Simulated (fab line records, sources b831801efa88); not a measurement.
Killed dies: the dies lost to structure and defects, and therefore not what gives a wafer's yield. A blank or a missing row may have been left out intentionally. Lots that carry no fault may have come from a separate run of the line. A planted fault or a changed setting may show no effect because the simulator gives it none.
Chamber matching :: flow sfqLine :: SFQ_TRILAYER_I1_DEP_PECVD_045 on pecvd-02 has 3 sister chambers
The step deposits SiO2 from SiH4/N2O, time 111.11 s, target thk 500 nm. 3 wafers are shown with their chamber, then 7 later ones without.

== EACH WAFER AND ITS CHAMBER ==
wafer: L215.6
chamber: 2
throttleValvePct (%): 26.1

wafer: L217.1
chamber: 1
throttleValvePct (%): 24.6

wafer: L217.4
chamber: 0
throttleValvePct (%): 25.1

== WAFERS WHOSE CHAMBER IS MISSING ==
wafer: L217.5
throttleValvePct (%): 24.7

wafer: L225.2
throttleValvePct (%): 25.3

wafer: L225.3
throttleValvePct (%): 26.1

wafer: L225.4
throttleValvePct (%): 26.1

wafer: L228.1
throttleValvePct (%): 25.1

wafer: L228.4
throttleValvePct (%): 25.0

wafer: L228.5
throttleValvePct (%): 26.4

== WHICH CHAMBER EACH WENT THROUGH ==
wafer: L217.5
from the rows above: 1
in truth: 1

wafer: L225.2
from the rows above: 0
in truth: 0

wafer: L225.3
from the rows above: 2
in truth: 2

wafer: L225.4
from the rows above: 2
in truth: 2

wafer: L228.1
from the rows above: 0
in truth: 0

wafer: L228.4
from the rows above: 0
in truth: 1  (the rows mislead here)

wafer: L228.5
from the rows above: 2
in truth: 2
6 of 7 placed correctly. From these rows, 0 cannot be placed. Placed wrongly: 1.
How it was worked out, from the rows above alone: a wafer's distance from a chamber is the root of the sum, over the readings, of the square of ((its reading less the chamber's mean) divided by the reading's scatter). The wafer belongs to the nearest chamber; if the next one is less than 2 further off, it can't be placed. The mean given for a chamber averages the wafers shown for that chamber. The scatter (one wafer shown for each chamber): square how far every hidden wafer sits from the nearest shown wafer, average those squares and take the square root.
